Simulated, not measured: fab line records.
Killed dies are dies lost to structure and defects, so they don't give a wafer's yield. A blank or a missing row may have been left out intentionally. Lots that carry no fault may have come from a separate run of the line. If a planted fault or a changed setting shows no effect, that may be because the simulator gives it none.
Which of the tools did it? ; flow sky130 ; Sampling: 12 lots, 34 wafers, 5 of 708 route steps

WHAT THE GAUGES READ, wafer by wafer
SKY_METAL2_RS_MEAS_05: the measuring method here is four-point-probe.
lot;measured;on;METAL2_ALCU_RS (ohm/sq)
L957;day 34 02:15;film metro-04;0.1261 0.1266 0.1251
L958;day 34 08:19;film metro-03;0.1267 0.1265 0.1284
L959;day 34 16:05;film metro-02;0.1257 0.1256 0.1253
L961;day 35 18:29;film metro-02;0.1275 0.1255 0.1270
L964;day 36 19:39;film metro-02;0.1270 0.1262 0.1256
L965;day 37 02:15;film metro-02;0.1268 0.1279 0.1278
L967;day 37 16:55;film metro-03;0.1273 0.1285 0.1275
L968;day 38 01:39;film metro-04;0.1257 0.1265 0.1266
L969;day 38 03:11;film metro-03;0.1267 0.1253 0.1256
L973;day 39 11:15;film metro-03;0.1270 0.1266
L977;day 40 16:35;film metro-04;0.1262 0.1272
L978;day 40 17:50;film metro-02;0.1291 0.1275 0.1274

SKY_VIA2_CD_MEAS_12 targets a cd of 200 nm.
lot;measured;on;cd nm (nm)
L957;day 36 07:50;cd sem-01;196.9 197.5 197.3
L958;day 36 14:33;cd sem-02;201.3 201.8 201.1
L959;day 36 21:59;cd sem-02;199.1 199.8 200.6
L961;day 37 23:25;cd sem-01;201.0 200.4 201.6
L964;day 39 00:10;cd sem-01;199.2 200.9 200.8
L965;day 39 06:40;cd sem-01;201.0 200.2 199.8
L967;day 39 21:26;cd sem-01;199.0 198.0 200.0
L968;day 40 05:35;cd sem-02;202.5 202.4 200.8
L969;day 40 06:38;cd sem-01;200.3 200.2 201.5
L973;day 41 13:47;cd sem-02;184.0 202.2 184.1 201.5
L977;day 42 17:47;cd sem-02;182.1 200.6 182.6 200.6
L978;day 42 18:57;cd sem-02;183.3 201.5 203.2 183.1 201.4 203.3

EACH LOT AND THE TOOL THAT RAN IT (in order: tool; ch and the chambers of the sampled wafers; start)
lot;SKY_VIA1_CVD_21;SKY_METAL2_SPUTTER_03;SKY_VIA2_EXPOSE_09
L957;cvd w-01 ch 0,1, day 34 01:32;pvd sputter-02, day 34 02:11;krf scanner-01 ch 0, day 35 19:19
L958;cvd w-01 ch 0,1, day 34 07:34;pvd sputter-02, day 34 08:11;krf scanner-02 ch 0, day 36 01:43
L959;cvd w-01 ch 0,1, day 34 15:20;pvd sputter-02, day 34 15:58;krf scanner-02 ch 0, day 36 09:08
L961;cvd w-01 ch 0,1, day 35 17:47;pvd sputter-03, day 35 18:25;krf scanner-01 ch 0, day 37 10:35
L964;cvd w-01 ch 0, day 36 18:51;pvd sputter-03, day 36 19:34;krf scanner-01 ch 0, day 38 11:08
L965;cvd w-01 ch 0, day 37 01:28;pvd sputter-02, day 37 02:10;krf scanner-02 ch 0, day 38 18:32
L967;cvd w-01 ch 0,1, day 37 16:12;pvd sputter-04, day 37 16:50;krf scanner-02 ch 0, day 39 09:04
L968;cvd w-01 ch 0,1, day 38 00:55;pvd sputter-03, day 38 01:34;krf scanner-02 ch 0, day 39 17:29
L969;cvd w-02 ch 0,1, day 38 02:27;pvd sputter-02, day 38 03:04;krf scanner-01 ch 0, day 39 18:31
L973;cvd w-01 ch 0,1, day 39 10:32;pvd sputter-04, day 39 11:11;krf scanner-01 ch 0, day 41 01:58
L977;cvd w-01 ch 0,1, day 40 15:52;pvd sputter-02, day 40 16:31;krf scanner-01 ch 0, day 42 06:31
L978;cvd w-02 ch 0,1, day 40 17:00;pvd sputter-03, day 40 17:44;krf scanner-01 ch 0, day 42 07:53
- SKY_VIA1_CVD_21: deposits W, target thk 270 nm, time 80.902 s.
- SKY_METAL2_SPUTTER_03: material Ti, target thk 5 nm, time 3.3 s.
- SKY_VIA2_EXPOSE_09: exposes mask VIM2, target cd 200 nm.

AS READ BY THE TOOLS THEMSELVES (means over the sampled wafers that have a number; for cases with no such wafer, the mark the record gives instead)
SKY_VIA1_CVD_21.
lot;tool;heater power w (W)
L957;cvd w-01;928
L958;cvd w-01;917
L959;cvd w-01;932
L961;cvd w-01;925
L964;cvd w-01;956
L965;cvd w-01;973
L967;cvd w-01;919
L968;cvd w-01;923
L969;cvd w-02;942
L973;cvd w-01;868
L977;cvd w-01;854
L978;cvd w-02;943

SKY_METAL2_SPUTTER_03.
lot;tool;throttle valve pct (%)
L957;pvd sputter-02;28.5
L958;pvd sputter-02;29.6
L959;pvd sputter-02;29.3
L961;pvd sputter-03;29.6
L964;pvd sputter-03;31.4
L965;pvd sputter-02;29.3
L967;pvd sputter-04;29.8
L968;pvd sputter-03;29.6
L969;pvd sputter-02;29.0
L973;pvd sputter-04;30.6
L977;pvd sputter-02;29.9
L978;pvd sputter-03;29.7

SKY_VIA2_EXPOSE_09.
lot;tool;exposure dose mJ cm2;focus offset nm (nm);stage vel mm s (mm/s)
L957;krf scanner-01;37.92;-0.1;500.30
L958;krf scanner-02;37.95;0.7;499.70
L959;krf scanner-02;37.98;0.2;499.77
L961;krf scanner-01;37.91;0.2;499.81
L964;krf scanner-01;37.89;-0.1;500.02
L965;krf scanner-02;38.00;-0.6;499.94
L967;krf scanner-02;38.01;-0.4;500.09
L968;krf scanner-02;37.97;0.2;500.07
L969;krf scanner-01;37.87;0.0;500.09
L973;krf scanner-01;37.95;-0.1;499.74
L977;krf scanner-01;37.92;0.2;499.94
L978;krf scanner-01;37.86;0.0;500.16

THE ANSWER, worked out from the rows above alone
Rule: the lots themselves supply what counts as usual. Put in order of their means at a reading, lots are off if they are a third of the lots or fewer, leave a main group of 4 or more, and stand apart from it by a gap of 3 or more times the standard deviation of the main group's means; of several such gaps the widest counts. If all means in a main group match to the digits the tables above print for the reading, that group is not used. Also off: a lot with no number at a reading for which 4 or more lots have one. Any other lot the step has rows for is counted as sound. Order of review: gauges by route order, followed by the tools' own readings, for which a lot's mean as printed above is used. At the first step where some lot is off, the reading lying furthest off is the one used; lots without a number count as furthest.
None of the lots is off at any reading shown; this tells nothing.

WHAT THE SIMULATOR HAD PUT IN
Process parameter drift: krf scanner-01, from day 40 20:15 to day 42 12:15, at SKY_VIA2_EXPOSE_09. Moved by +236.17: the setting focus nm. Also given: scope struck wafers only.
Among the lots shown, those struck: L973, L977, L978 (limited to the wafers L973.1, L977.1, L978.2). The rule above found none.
